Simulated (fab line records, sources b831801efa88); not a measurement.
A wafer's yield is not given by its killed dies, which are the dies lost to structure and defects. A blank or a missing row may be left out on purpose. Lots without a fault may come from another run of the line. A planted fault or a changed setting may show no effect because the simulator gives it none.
One fault through the eyes of 2 desks	flow sky130	each desk holds nothing but its own numbers, with what lay behind them at the end

THE TOOL OWNER'S DESK: litho track-04
The tool's own readings at SKY_VIA2_DEVELOP_11 (develop time 60 s): means of the sampled wafers that have a number, for each lot that ran on this tool. Marked OUT: a lot whose mean sits more than 4 standard deviations from the usual mean, which makes it out of limits; the brackets give that distance.
Columns: A = developer temp C at SKY_VIA2_DEVELOP_11, usual 21.01 C
lot	first seen here	A
L142	day 37 18:00	20.94
L148	day 40 04:00	20.85
L151	day 40 12:00	20.34 (-6.1) OUT
L152	day 41 06:00	20.38 (-5.8) OUT
This desk's verdict: out of limits on L151, L152, starting with L151 at day 40 12:00 (developer temp C at SKY_VIA2_DEVELOP_11). Within limits: L142, L148.

AT THE METROLOGY DESK
Means of the sampled wafers that have a number, per lot and without regard to the tool the lot ran on: this is what the gauges read. Marked OUT: a lot whose mean sits more than 4 standard deviations from the usual mean, which makes it out of limits; the brackets give that distance.
Columns: A = VIA1_W_RS at SKY_VIA1_RS_MEAS_22, usual 0.426 ohm/sq
lot	first seen here	A
L137	day 33 22:13	0.421
L140	day 35 00:37	0.438
L141	day 35 07:14	0.427
L142	day 35 11:36	0.426
L145	day 36 22:53	0.423
L147	day 37 07:41	0.433
L148	day 37 21:15	0.428
L150	day 38 05:40	0.430
L151	day 38 08:26	0.424
L152	day 39 00:01	0.425
L153	day 39 01:56	0.426
L159	day 40 20:59	0.420
Finding of this desk: none of the 12 lots has anything out of limits.

ALL TOGETHER
The tool owner's desk had the chance to raise an alarm at day 40 12:00 on L151, L152.
Nothing out of limits was seen by the metrology desk.
The metrology desk holds a record of L151, L152, inside its limits.
Of the lots named, all ran SKY_VIA2_DEVELOP_11 on litho track-04.

WHAT THE SIMULATOR PUT IN
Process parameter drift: litho track-04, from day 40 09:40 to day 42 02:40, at SKY_VIA2_DEVELOP_11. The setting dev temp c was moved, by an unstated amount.
Lots struck among those shown: L151, L152.
How many hours passed from the start of the fault until each desk's first out-of-limits reading: the tool owner's desk, 2.
